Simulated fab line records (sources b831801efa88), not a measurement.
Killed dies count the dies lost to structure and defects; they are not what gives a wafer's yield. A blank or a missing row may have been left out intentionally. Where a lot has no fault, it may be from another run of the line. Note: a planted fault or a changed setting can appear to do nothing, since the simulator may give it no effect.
Which tool is to blame?	flow gf180mcu	Sampling: 13 lots, 39 wafers, 3 of 602 route steps

## WHAT THE GAUGES READ, wafer by wafer
GF_M5_OVL_MEAS_08. Usual: M5_OVL gives -1 nm (standard deviation 4.6).
lot	measured	on	M5_OVL (nm)	flag
L396	day 26 07:07	overlay-02	0 4 -6	
L397	day 26 19:16	overlay-01	-8 -6 -13	
L398	day 27 03:55	overlay-01	1 6 2	
L402	day 28 06:41	overlay-02	0 -4 2	
L404	day 28 21:43	overlay-01	1 -7 -1	
L405	day 29 03:34	overlay-02	4 8 1	
L411	day 30 21:56	overlay-02	-10 -4 -6	
L412	day 31 03:46	overlay-01	-3 0 -1	
L413	day 31 11:26	overlay-02	3 6 -1	
L414	day 31 16:03	overlay-01	1 -10 -6	
L415	day 31 23:37	overlay-01	-9 -4 -6	
L416	day 32 05:57	overlay-02	-1 -12 -9	
L418	day 32 13:21	overlay-02	3 -6 -4	

GF_V5_THK_MEAS_03. Usual: V5_CVD_02_THK gives 1453 nm (standard deviation 22).
lot	measured	on	V5_CVD_02_THK (nm)	flag
L396	day 26 08:04	filmMetro-04	1417 1437 1447	
L397	day 26 20:13	filmMetro-03	1449 1446 1467	
L398	day 27 04:50	filmMetro-03	1439 1449 1458	
L402	day 28 07:38	filmMetro-01	1418 1442 1432	
L404	day 28 22:40	filmMetro-04	1502 1487 1494	
L405	day 29 04:31	filmMetro-04	1439 1442 1440	
L411	day 30 22:55	filmMetro-01	1480 1415 1488	
L412	day 31 04:59	filmMetro-01	1442 1430 1457	
L413	day 31 12:33	filmMetro-04	1480 1453 1478	
L414	day 31 17:02	filmMetro-04	1440 1424 1485	
L415	day 32 00:34	filmMetro-03	1474 1476 1499	
L416	day 32 06:53	filmMetro-03	1461 1436 1495	
L418	day 32 14:17	filmMetro-03	1424 1426 1437	

## WHAT TOOL EACH LOT RAN ON (gives the tool, then ch and the chambers of the sampled wafers, and finally the start)
lot	GF_MIM_SPUTTER_01
L396	pvdSputter-04, day 24 11:24
L397	pvdSputter-01, day 25 00:28
L398	pvdSputter-03, day 25 09:03
L402	pvdSputter-04, day 26 13:47
L404	pvdSputter-01, day 27 05:50
L405	pvdSputter-01, day 27 11:05
L411	pvdSputter-04, day 29 08:15
L412	pvdSputter-03, day 29 14:28
L413	pvdSputter-04, day 29 22:28
L414	pvdSputter-01, day 30 03:43
L415	pvdSputter-01, day 30 11:58
L416	pvdSputter-03, day 30 18:36
L418	pvdSputter-01, day 31 02:38
- GF_MIM_SPUTTER_01: material TiN, target thk 30 nm, time 25 s.

## AS READ BY THE TOOLS THEMSELVES (means over the sampled wafers that have a number; for cases with no such wafer, the mark the record gives instead)
GF_MIM_SPUTTER_01. Usual: throttleValvePct reads 29.9 % (standard deviation 0.56).
lot	tool	throttleValvePct (%)	flag
L396	pvdSputter-04	29.6	
L397	pvdSputter-01	30.0	
L398	pvdSputter-03	29.4	
L402	pvdSputter-04	30.2	
L404	pvdSputter-01	29.9	
L405	pvdSputter-01	29.5	
L411	pvdSputter-04	29.7	
L412	pvdSputter-03	29.6	
L413	pvdSputter-04	29.7	
L414	pvdSputter-01	29.6	
L415	pvdSputter-01	29.4	
L416	pvdSputter-03	29.7	
L418	pvdSputter-01	30.0	

## THE ANSWER, worked out from the rows above alone
Rule: a lot counts as off when the mean over its wafers that have a number is more than 3 standard deviations away from the usual mean. A lot without any number at a reading at which 4 lots or more have one is off too. Where the step has rows for the other lots, those lots are counted as sound. After the gauges, taken in route order, come the tools' own readings; for these a lot's mean is taken, as printed above. At the first step where some lot is off, the reading lying furthest off is the one used; lots without a number count as furthest.
No lot is off on any of the readings shown, so nothing can be concluded from this.

## WHAT HAD BEEN PUT IN BY THE SIMULATOR
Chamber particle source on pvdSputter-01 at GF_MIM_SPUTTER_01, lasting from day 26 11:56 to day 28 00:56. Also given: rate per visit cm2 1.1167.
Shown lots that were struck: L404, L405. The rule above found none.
